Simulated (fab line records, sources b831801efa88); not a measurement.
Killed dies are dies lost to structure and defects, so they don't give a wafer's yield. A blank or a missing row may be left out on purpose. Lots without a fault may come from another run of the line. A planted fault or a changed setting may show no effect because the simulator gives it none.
A struck lot beside a sound one | flow sky130 | 20 steps out of a route of 708
Sound: wafers L273.1, L273.2, L273.5. Struck: wafer L282.2. (L282.3 of the same lot was not struck and is left out.) The cause comes at the end.
At each step with rows: each side's tool, then ch and its chambers, then its first start. Under that, the readings that differ: sound wafers | struck wafers | difference of the means | sigmas: that difference in standard deviations of wafers without a fault.
alike: readings whose means differ by less than 2 such deviations, and words and numbers that are the same on both sides. not compared: withheld readings, readings that some wafer has no value for, bounds like >300 that may hide the same value, and numbers for which the record gives no deviation and whose values overlap.
The two part at a step that has a row with sigmas, a row that says differs or no value, or rows on one side only. Numbers that don't overlap but have no deviation are shown without sigmas and don't part them. A reading that every wafer of one side lacks parts them only if that side has two wafers or more.

SKY_FIELD_ISO_BOW_MEAS_00:
  sound on film_metro-04, day 3 22:00; struck on film_metro-04, day 5 19:01
  alike: INCOMING_BOW
then, 1 step without rows for these wafers: SKY_FIELD_ISO_OXIDATION_01 (stabilise 600 s, purge 300 s, target thk 12 nm).
SKY_FIELD_ISO_THK_MEAS_02:
  sound on film_metro-02, day 3 23:38; struck on film_metro-01, day 5 23:43
  alike: FIELD_ISO_OXIDATION_00_THK
then, 1 step without rows for these wafers: SKY_FIELD_ISO_CVD_03 (deposits Si3N4 from DCS/NH3, target thk 165 nm, time 2830 s).
SKY_FIELD_ISO_THK_MEAS_04:
  sound on film_metro-01, day 4 01:29; struck on film_metro-02, day 6 01:34
  alike: FIELD_ISO_CVD_03_THK
then, 5 steps without rows for these wafers: SKY_FIELD_ISO_DEHYDRATE_05 (time 60 s); SKY_FIELD_ISO_HMDS_06 (prime time 60 s); SKY_FIELD_ISO_COAT_07 (resist thk 60 nm); SKY_FIELD_ISO_COAT_08 (resist thk 450 nm); SKY_FIELD_ISO_SOFTBAKE_09 (time 90 s).
SKY_FIELD_ISO_EXPOSE_10: exposes mask FOM, target cd 150 nm.
  sound on krf_scanner-01 ch 0, day 4 10:20; struck on krf_scanner-02 ch 0, day 6 10:24
  alike: mask
then, 2 steps without rows for these wafers: SKY_FIELD_ISO_PEB_11; SKY_FIELD_ISO_DEVELOP_12 (develop time 60 s).
SKY_FIELD_ISO_CD_MEAS_13: target cd 150 nm.
  sound on cd_sem-02, day 4 18:44; struck on cd_sem-02, day 6 19:04
  reading    | sound             | struck | difference | sigmas
  cd_nm (nm) | 150.2 148.7 151.6 | 125.0  | -25.2      | -19
SKY_FIELD_ISO_ETCH_14: etches BARC in N2/H2, stops on SiO2, time 45.9 s, target depth 60 nm.
  sound on rie_diel-02 ch 1,2, day 4 18:51; struck on rie_diel-03 ch 0, day 6 19:10
  reading                     | sound             | struck | difference | sigmas
  drypump_motor_current_A (A) | 5.5 5.7 5.5       | 6.7    | +1.1       | +3
  model.FIELD_ISO.cd_nm (nm)  | 150.1 148.1 151.6 | 124.9  | -25.0      |
  alike: oes_product_au, throttle_valve_pct
  not compared: rf_hours_counter_h
SKY_FIELD_ISO_ETCH_15: etches the open film in CHF3/O2, stops on Si, target depth 180 nm, time 72 s.
  sound on rie_diel-02 ch 1,2, day 4 18:54; struck on rie_diel-03 ch 0, day 6 19:13
  reading                     | sound       | struck | difference | sigmas
  drypump_motor_current_A (A) | 5.5 5.7 5.5 | 6.6    | +1.0       | +3
  alike: oes_product_au, throttle_valve_pct
  not compared: rf_hours_counter_h
SKY_FIELD_ISO_STRIP_16: strips in O2/N2.
  sound on plasma_asher-01 ch 0,1, day 4 18:57; struck on plasma_asher-03 ch 0, day 6 19:16
  alike: drypump_motor_current_A, oes_product_au, strip_time_to_endpoint_s
  not compared: rf_hours_counter_h
SKY_FIELD_ISO_ETCH_17: etches Si in HBr/Cl2/O2, target depth 342 nm, time 97.7 s.
  sound on rie_si-02 ch 0,2, day 4 19:03; struck on rie_si-01 ch 1, day 6 19:22
  reading                    | sound           | struck | difference | sigmas
  model.FIELD_ISO.cd_nm (nm) | 149.6 148.7 152 | 123.9  | -26.2      |
  alike: drypump_motor_current_A, oes_product_au, throttle_valve_pct
  not compared: rf_hours_counter_h
then, 1 step without rows for these wafers: SKY_FIELD_ISO_WET_ETCH_18 (etches Si3N4 in H3PO4, target depth 25 nm, time 286 s).
-- the record jumps here: 44 days lie between the struck wafers' starts before and after (it left off in module FIELD_ISO and takes up again in module PAD_OPEN, whose first step shown is number 708 of the route) --
SKY_PAD_OPEN_PROBE_99:
  sound on prober-01, day 48 15:01; struck on prober-02, day 50 12:18
  reading                                 | sound             | struck | difference | sigmas
  killed_at_front_end                     | 18 17 16          | 126    | +109       | +25
  killed_dies                             | 83 78 79          | 193    | +113       | +12
  model.etest.pfet_g5v0d10v5.r_on_ohm_um  | 4776 4788 4744    | 5159   | +390       |
  model.etest.res_pdiff.line_ohm_um       | 1353 1339 1315    | 1649   | +313       |
  model.etest.res_ndiff.line_ohm_um       | 765.8 776.2 755.4 | 907.8  | +142.0     |
  model.etest.sram_nfet_pass.drive_ua_um  | 469.2 480.3 482.3 | 396.8  | -80.5      |
  model.etest.sonos_uncharged.r_on_ohm_um | 816.5 828.2 800.8 | 848    | +33        |
  model.etest.res_pdiff.width_nm (nm)     | 143.7 144 146     | 118.3  | -26.3      |
  model.etest.res_ndiff.width_nm (nm)     | 157.6 155.2 159.1 | 131.3  | -26.0      |
  model.etest.sram_pfet_latch.drive_ua_um | 138.7 141.7 144.7 | 111.2  | -30.5      |
  alike: killed_at_M0_to_M3, killed_at_M4_up, killed_at_contacts, killed_at_other, killed_open, killed_short

WHERE THEY PART
First at SKY_FIELD_ISO_CD_MEAS_13; last, within this record, at SKY_PAD_OPEN_PROBE_99.

WHY: what the simulator had put in
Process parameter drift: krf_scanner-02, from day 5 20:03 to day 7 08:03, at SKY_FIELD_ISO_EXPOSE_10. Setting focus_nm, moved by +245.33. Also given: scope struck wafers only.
